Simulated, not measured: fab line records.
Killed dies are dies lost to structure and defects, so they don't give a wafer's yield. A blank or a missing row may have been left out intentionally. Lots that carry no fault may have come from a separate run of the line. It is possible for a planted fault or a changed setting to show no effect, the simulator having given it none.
Chamber matching -- flow sky130 -- cmp-02 running SKY_VIA1_CMP_02: 4 sister chambers
The step polishes SiO2. 8 wafers are shown with their chamber, then 7 later ones without.

## WAFERS PAIRED WITH THEIR CHAMBERS
wafer,chamber,motor-current-A (A)
L499.3,3,13.1
L499.6,3,14.3
L502.1,1,12.4
L504.2,2,13.5
L504.3,0,11.3
L504.5,0,11.4
L507.4,2,13.8
L507.5,1,11.7

## WAFERS WITHOUT THEIR CHAMBER
wafer,motor-current-A (A)
L507.6,11.5
L510.2,11.5
L510.3,11.2
L510.4,14.0
L514.1,11.5
L514.3,12.0
L514.6,13.9

## CHAMBER TAKEN BY EACH
wafer,from the rows above,in truth
L507.6,can't be placed: 0 or 1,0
L510.2,can't be placed: 0 or 1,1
L510.3,can't be placed: 0 or 1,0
L510.4,can't be placed: 3 or 2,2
L514.1,can't be placed: 0 or 1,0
L514.3,can't be placed: 1 or 0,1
L514.6,can't be placed: 3 or 2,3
0 of 7 placed correctly. Can't be placed from these rows: 7 (the true chamber is among the candidates in 7). Placed wrongly: 0.
How it was worked out, from the rows above alone: a wafer's distance from a chamber is the root of the sum, over the readings, of the square of ((its reading less the chamber's mean) divided by the reading's scatter). The wafer belongs to the nearest chamber; if the next one is less than 2 further off, it can't be placed. For every chamber, the mean is computed from those of its wafers that are shown. The scatter: take each reading less its chamber's mean, square it, sum over the shown wafers, divide by the number of wafers less the number of chambers, and take the root.
